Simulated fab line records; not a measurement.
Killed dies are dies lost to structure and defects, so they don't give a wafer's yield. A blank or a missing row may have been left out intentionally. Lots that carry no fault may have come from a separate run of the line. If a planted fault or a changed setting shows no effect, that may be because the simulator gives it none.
fab line records :: flow sky130
record
  lots=14
  wafers=42
  last-day=50
route steps=708 shown LDD_HVP@286
lots with no fault: from the same line, run without faults
start-h: hours from the record's first day to the start of the lot's first wafer shown :: wait-h: time in hours since the lot's previous step :: " unchanged from the row above :: L1.1+2: one row covering several wafers at once :: - either no value or no given start :: * or withheld: withheld :: < > ~ a bound
route shown NAME@n: NAME is a module with steps in the file, n the number in the route of the first one :: usual: mean/standard deviation of fault-free wafers :: same: alike in all rows :: chamber/n: place in a boat :: sites: the reading at each site :: _std_site: standard deviation of those values :: _edge_site: inner sites' mean taken away from outer sites' mean :: radius-mm: how far each site lies from the wafer's centre :: mask NAME#n: copy n :: behind: the tool/chamber that last shaped the wafer :: hold: the reason the lot was held/the length of the hold in hours/how it ended :: device: names the non-switching transistor (n, p or np) :: end of line: the tests these same wafers got at the end of their route :: a step with no rows: only its recipe :: killed: dies that structure and defects cost at the first sort, which is not the same as the wafer's yield :: map: a wafer's dies, marking killed ones x, the rest . and places with no die _
set.NAME: the setting that was run; set.NAME@STEP: the one run at that earlier step :: model.NAME: the simulator's own value behind a step, which no gauge read
a sample of lots followed through the steps of the route, with each step as a table and each wafer as a row
services: from which hour (start-h, from the record's first day; less than 0 if before it) a tool's chamber was out of use, for how many hours, and why
## steps
# step SKY_LDD_HVP_IMPLANT_08
# recipe
  species=B
  energy-kev=20
  dose-cm2=1.7e+13
  tilt-deg=17.9
# usual
  dose-ions-cm2=1.6996e+13/2.2e+10
  faraday-current-uA=95.9/1.8
  tilt-deg=17.900/0.018
lot.wafer: L989.3
tool: implanter-04
chamber: 0
start-h: 490.64
wait-h: 0.1
dose-ions-cm2: 1.7013e+13
faraday-current-uA: 94.9
tilt-deg: 17.895

lot.wafer: L989.4
tool: implanter-04
chamber: 0
start-h: 490.64
wait-h: 0.1
dose-ions-cm2: 1.7038e+13
faraday-current-uA: 93.9
tilt-deg: 17.862

lot.wafer: L989.5
tool: implanter-04
chamber: 0
start-h: 490.64
wait-h: 0.1
dose-ions-cm2: 1.7018e+13
faraday-current-uA: 96.0
tilt-deg: 17.921

lot.wafer: L990.1
tool: implanter-04
chamber: 0
start-h: 500.90
wait-h: 0.0
dose-ions-cm2: 1.6995e+13
faraday-current-uA: 96.5
tilt-deg: 17.892

lot.wafer: L990.5
tool: implanter-04
chamber: 0
start-h: 500.90
wait-h: 0.0
dose-ions-cm2: 1.6994e+13
faraday-current-uA: 98.7
tilt-deg: 17.908

lot.wafer: L990.6
tool: implanter-04
chamber: 0
start-h: 500.90
wait-h: 0.0
dose-ions-cm2: 1.6987e+13
faraday-current-uA: 97.9
tilt-deg: 17.923

lot.wafer: L992.1
tool: implanter-01
chamber: 0
start-h: 519.74
wait-h: 0.0
dose-ions-cm2: 1.7002e+13
faraday-current-uA: 94.2
tilt-deg: 17.894

lot.wafer: L992.2
tool: implanter-01
chamber: 0
start-h: 519.74
wait-h: 0.0
dose-ions-cm2: 1.6989e+13
faraday-current-uA: 95.3
tilt-deg: 17.904

lot.wafer: L992.6
tool: implanter-01
chamber: 0
start-h: 519.74
wait-h: 0.0
dose-ions-cm2: 1.6992e+13
faraday-current-uA: 100.6
tilt-deg: 17.882

lot.wafer: L994.3
tool: implanter-01
chamber: 0
start-h: 560.75
wait-h: 0.1
dose-ions-cm2: 1.7028e+13
faraday-current-uA: 97.0
tilt-deg: 17.904

lot.wafer: L994.5
tool: implanter-01
chamber: 0
start-h: 560.75
wait-h: 0.1
dose-ions-cm2: 1.7018e+13
faraday-current-uA: 97.1
tilt-deg: 17.888

lot.wafer: L994.6
tool: implanter-01
chamber: 0
start-h: 560.75
wait-h: 0.1
dose-ions-cm2: 1.6991e+13
faraday-current-uA: 96.3
tilt-deg: 17.925

lot.wafer: L995.1
tool: implanter-01
chamber: 0
start-h: 576.20
wait-h: 0.0
dose-ions-cm2: 1.6992e+13
faraday-current-uA: 96.4
tilt-deg: 17.901

lot.wafer: L995.4
tool: implanter-01
chamber: 0
start-h: 576.20
wait-h: 0.0
dose-ions-cm2: 1.6996e+13
faraday-current-uA: 96.7
tilt-deg: 17.898

lot.wafer: L995.6
tool: implanter-01
chamber: 0
start-h: 576.20
wait-h: 0.0
dose-ions-cm2: 1.7007e+13
faraday-current-uA: 96.9
tilt-deg: 17.900

lot.wafer: L996.2
tool: implanter-04
chamber: 0
start-h: 578.67
wait-h: 0.0
dose-ions-cm2: 1.6967e+13
faraday-current-uA: 95.4
tilt-deg: 17.890

lot.wafer: L996.4
tool: implanter-04
chamber: 0
start-h: 578.67
wait-h: 0.0
dose-ions-cm2: 1.6991e+13
faraday-current-uA: 96.4
tilt-deg: 17.884

lot.wafer: L996.5
tool: implanter-04
chamber: 0
start-h: 578.67
wait-h: 0.0
dose-ions-cm2: 1.6989e+13
faraday-current-uA: 98.1
tilt-deg: 17.897

lot.wafer: L997.1
tool: implanter-02
chamber: 0
start-h: 582.60
wait-h: 0.0
dose-ions-cm2: 1.7e+13
faraday-current-uA: 95.9
tilt-deg: 17.884

lot.wafer: L997.2
tool: implanter-02
chamber: 0
start-h: 582.60
wait-h: 0.0
dose-ions-cm2: 1.7013e+13
faraday-current-uA: 96.5
tilt-deg: 17.906

lot.wafer: L997.5
tool: implanter-02
chamber: 0
start-h: 582.60
wait-h: 0.0
dose-ions-cm2: 1.6964e+13
faraday-current-uA: 94.6
tilt-deg: 17.894

lot.wafer: L998.2
tool: implanter-04
chamber: 0
start-h: 599.43
wait-h: 0.0
dose-ions-cm2: 1.6984e+13
faraday-current-uA: 98.8
tilt-deg: 17.851

lot.wafer: L998.4
tool: implanter-04
chamber: 0
start-h: 599.43
wait-h: 0.0
dose-ions-cm2: 1.7003e+13
faraday-current-uA: 97.4
tilt-deg: 17.873

lot.wafer: L998.6
tool: implanter-04
chamber: 0
start-h: 599.43
wait-h: 0.0
dose-ions-cm2: 1.7017e+13
faraday-current-uA: 95.4
tilt-deg: 17.880

lot.wafer: L100.2
tool: implanter-04
chamber: 0
start-h: 599.73
wait-h: 0.0
dose-ions-cm2: 1.6968e+13
faraday-current-uA: 96.9
tilt-deg: 17.939

lot.wafer: L100.4
tool: implanter-04
chamber: 0
start-h: 599.73
wait-h: 0.0
dose-ions-cm2: 1.6975e+13
faraday-current-uA: 94.4
tilt-deg: 17.902

lot.wafer: L100.5
tool: implanter-04
chamber: 0
start-h: 599.73
wait-h: 0.0
dose-ions-cm2: 1.7002e+13
faraday-current-uA: 97.0
tilt-deg: 17.907

lot.wafer: L999.1
tool: implanter-01
chamber: 0
start-h: 601.19
wait-h: 0.0
dose-ions-cm2: 1.697e+13
faraday-current-uA: 97.8
tilt-deg: 17.911

lot.wafer: L999.2
tool: implanter-01
chamber: 0
start-h: 601.19
wait-h: 0.0
dose-ions-cm2: 1.6977e+13
faraday-current-uA: 96.8
tilt-deg: 17.911

lot.wafer: L999.6
tool: implanter-01
chamber: 0
start-h: 601.19
wait-h: 0.0
dose-ions-cm2: 1.7005e+13
faraday-current-uA: 98.4
tilt-deg: 17.895

lot.wafer: L101.3
tool: implanter-04
chamber: 0
start-h: 604.29
wait-h: 0.1
dose-ions-cm2: 1.6979e+13
faraday-current-uA: 96.7
tilt-deg: 17.873

lot.wafer: L101.4
tool: implanter-04
chamber: 0
start-h: 604.29
wait-h: 0.1
dose-ions-cm2: 1.6983e+13
faraday-current-uA: 94.1
tilt-deg: 17.914

lot.wafer: L101.5
tool: implanter-04
chamber: 0
start-h: 604.29
wait-h: 0.1
dose-ions-cm2: 1.6972e+13
faraday-current-uA: 94.2
tilt-deg: 17.878

lot.wafer: L102.2
tool: implanter-04
chamber: 0
start-h: 611.53
wait-h: 0.0
dose-ions-cm2: 1.6992e+13
faraday-current-uA: 96.6
tilt-deg: 17.915

lot.wafer: L102.4
tool: implanter-04
chamber: 0
start-h: 611.53
wait-h: 0.0
dose-ions-cm2: 1.7003e+13
faraday-current-uA: 98.0
tilt-deg: 17.892

lot.wafer: L102.5
tool: implanter-04
chamber: 0
start-h: 611.53
wait-h: 0.0
dose-ions-cm2: 1.7023e+13
faraday-current-uA: 93.3
tilt-deg: 17.889

lot.wafer: L111.2
tool: implanter-01
chamber: 0
start-h: 679.97
wait-h: 0.0
dose-ions-cm2: 1.5182e+13
faraday-current-uA: 85.1
tilt-deg: 17.898

lot.wafer: L111.4
tool: implanter-01
chamber: 0
start-h: 679.97
wait-h: 0.0
dose-ions-cm2: 1.5217e+13
faraday-current-uA: 88.7
tilt-deg: 17.918

lot.wafer: L111.6
tool: implanter-01
chamber: 0
start-h: 679.97
wait-h: 0.0
dose-ions-cm2: 1.5216e+13
faraday-current-uA: 81.9
tilt-deg: 17.891

lot.wafer: L112.1
tool: implanter-01
chamber: 0
start-h: 690.95
wait-h: 0.0
dose-ions-cm2: 1.5173e+13
faraday-current-uA: 84.6
tilt-deg: 17.900

lot.wafer: L112.3
tool: implanter-01
chamber: 0
start-h: 690.95
wait-h: 0.0
dose-ions-cm2: 1.5199e+13
faraday-current-uA: 86.3
tilt-deg: 17.885

lot.wafer: L112.4
tool: implanter-01
chamber: 0
start-h: 690.95
wait-h: 0.0
dose-ions-cm2: 1.5148e+13
faraday-current-uA: 85.1
tilt-deg: 17.916
# step SKY_LDD_HVP_TW_MEAS_10
# usual
  LDD_HVP_TW=457/5.3
lot.wafer: L989.3
tool: film-metro-03
chamber: -
start-h: 490.86
wait-h: 0.1
LDD_HVP_TW: 458

lot.wafer: L989.4
tool: film-metro-03
chamber: -
start-h: 490.86
wait-h: 0.1
LDD_HVP_TW: 455

lot.wafer: L989.5
tool: film-metro-03
chamber: -
start-h: 490.86
wait-h: 0.1
LDD_HVP_TW: 455

lot.wafer: L990.1
tool: film-metro-04
chamber: -
start-h: 501.15
wait-h: 0.1
LDD_HVP_TW: 463

lot.wafer: L990.5
tool: film-metro-04
chamber: -
start-h: 501.15
wait-h: 0.1
LDD_HVP_TW: 463

lot.wafer: L990.6
tool: film-metro-04
chamber: -
start-h: 501.15
wait-h: 0.1
LDD_HVP_TW: 464

lot.wafer: L992.1
tool: film-metro-04
chamber: -
start-h: 519.99
wait-h: 0.1
LDD_HVP_TW: 460

lot.wafer: L992.2
tool: film-metro-04
chamber: -
start-h: 519.99
wait-h: 0.1
LDD_HVP_TW: 460

lot.wafer: L992.6
tool: film-metro-04
chamber: -
start-h: 519.99
wait-h: 0.1
LDD_HVP_TW: 459

lot.wafer: L994.3
tool: film-metro-04
chamber: -
start-h: 560.97
wait-h: 0.1
LDD_HVP_TW: 462

lot.wafer: L994.5
tool: film-metro-04
chamber: -
start-h: 560.97
wait-h: 0.1
LDD_HVP_TW: 462

lot.wafer: L994.6
tool: film-metro-04
chamber: -
start-h: 560.97
wait-h: 0.1
LDD_HVP_TW: 461

lot.wafer: L995.1
tool: film-metro-03
chamber: -
start-h: 576.45
wait-h: 0.1
LDD_HVP_TW: 455

lot.wafer: L995.4
tool: film-metro-03
chamber: -
start-h: 576.45
wait-h: 0.1
LDD_HVP_TW: 458

lot.wafer: L995.6
tool: film-metro-03
chamber: -
start-h: 576.45
wait-h: 0.1
LDD_HVP_TW: 456

lot.wafer: L996.2
tool: film-metro-04
chamber: -
start-h: 578.91
wait-h: 0.1
LDD_HVP_TW: 458

lot.wafer: L996.4
tool: film-metro-04
chamber: -
start-h: 578.91
wait-h: 0.1
LDD_HVP_TW: 460

lot.wafer: L996.5
tool: film-metro-04
chamber: -
start-h: 578.91
wait-h: 0.1
LDD_HVP_TW: 462

lot.wafer: L997.1
tool: film-metro-04
chamber: -
start-h: 582.85
wait-h: 0.1
LDD_HVP_TW: 459

lot.wafer: L997.2
tool: film-metro-04
chamber: -
start-h: 582.85
wait-h: 0.1
LDD_HVP_TW: 460

lot.wafer: L997.5
tool: film-metro-04
chamber: -
start-h: 582.85
wait-h: 0.1
LDD_HVP_TW: 460

lot.wafer: L998.2
tool: film-metro-03
chamber: -
start-h: 599.66
wait-h: 0.1
LDD_HVP_TW: 456

lot.wafer: L998.4
tool: film-metro-03
chamber: -
start-h: 599.66
wait-h: 0.1
LDD_HVP_TW: 459

lot.wafer: L998.6
tool: film-metro-03
chamber: -
start-h: 599.66
wait-h: 0.1
LDD_HVP_TW: 459

lot.wafer: L100.2
tool: film-metro-01
chamber: -
start-h: 599.96
wait-h: 0.1
LDD_HVP_TW: 449

lot.wafer: L100.4
tool: film-metro-01
chamber: -
start-h: 599.96
wait-h: 0.1
LDD_HVP_TW: 450

lot.wafer: L100.5
tool: film-metro-01
chamber: -
start-h: 599.96
wait-h: 0.1
LDD_HVP_TW: 452

lot.wafer: L999.1
tool: film-metro-04
chamber: -
start-h: 601.44
wait-h: 0.1
LDD_HVP_TW: 465

lot.wafer: L999.2
tool: film-metro-04
chamber: -
start-h: 601.44
wait-h: 0.1
LDD_HVP_TW: 463

lot.wafer: L999.6
tool: film-metro-04
chamber: -
start-h: 601.44
wait-h: 0.1
LDD_HVP_TW: 464

lot.wafer: L101.3
tool: film-metro-01
chamber: -
start-h: 604.51
wait-h: 0.1
LDD_HVP_TW: 451

lot.wafer: L101.4
tool: film-metro-01
chamber: -
start-h: 604.51
wait-h: 0.1
LDD_HVP_TW: 452

lot.wafer: L101.5
tool: film-metro-01
chamber: -
start-h: 604.51
wait-h: 0.1
LDD_HVP_TW: 450

lot.wafer: L102.2
tool: film-metro-03
chamber: -
start-h: 611.76
wait-h: 0.1
LDD_HVP_TW: 456

lot.wafer: L102.4
tool: film-metro-03
chamber: -
start-h: 611.76
wait-h: 0.1
LDD_HVP_TW: 455

lot.wafer: L102.5
tool: film-metro-03
chamber: -
start-h: 611.76
wait-h: 0.1
LDD_HVP_TW: 454

lot.wafer: L111.2
tool: film-metro-03
chamber: -
start-h: 680.21
wait-h: 0.1
LDD_HVP_TW: 442

lot.wafer: L111.4
tool: film-metro-03
chamber: -
start-h: 680.21
wait-h: 0.1
LDD_HVP_TW: 441

lot.wafer: L111.6
tool: film-metro-03
chamber: -
start-h: 680.21
wait-h: 0.1
LDD_HVP_TW: 439

lot.wafer: L112.1
tool: film-metro-01
chamber: -
start-h: 691.20
wait-h: 0.1
LDD_HVP_TW: 434

lot.wafer: L112.3
tool: film-metro-01
chamber: -
start-h: 691.20
wait-h: 0.1
LDD_HVP_TW: 437

lot.wafer: L112.4
tool: film-metro-01
chamber: -
start-h: 691.20
wait-h: 0.1
LDD_HVP_TW: 437
## services
tool: implanter-04
chamber: -
start-h: 484.45
hours: 6.1
kind: pm

tool: implanter-04
chamber: -
start-h: 506.65
hours: 3.6
kind: pm

tool: implanter-01
chamber: -
start-h: 574.19
hours: 2.0
kind: repair

tool: implanter-04
chamber: -
start-h: 582.60
hours: 6.3
kind: repair

tool: implanter-02
chamber: -
start-h: 602.36
hours: 43.9
kind: repair

tool: implanter-04
chamber: -
start-h: 624.80
hours: 2.8
kind: repair

tool: implanter-04
chamber: -
start-h: 662.84
hours: 2.7
kind: repair
## key
first-sign
  step=SKY_LDD_HVP_IMPLANT_08
  reading=dose-ions-cm2
  direction=down
  sigmas=84
  usual=*
  struck=*
effect
  step=SKY_LDD_HVP_IMPLANT_08
  reading=faraday-current-uA
  direction=down
  sigmas=5.8
  usual=95.9
  struck=85.3
effect
  step=SKY_LDD_HVP_TW_MEAS_10
  reading=LDD_HVP_TW
  direction=down
  sigmas=3.4
  usual=457
  struck=438
met-at SKY_LDD_HVP_IMPLANT_08
struck-lots L111,L112
tester-left-out L111,L112
onset-between 601.19 679.97
fault
  kind=process-parameter-drift
  tool=implanter-01
  chamber=-
  onset-h=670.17
  steps=SKY_LDD_HVP_IMPLANT_08
  channel=dose-cm2
  offset=*
  shape=step
  end-h=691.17
  acts-in=*
  stated=*
# tester-left-out: of these lots the tester's yield and bins aren't shown, on N5 and GAA mostly nor the transistor test; their killed dies are dies lost to structure and defects alone, not to doping, threshold or leakage, so they don't give the yield
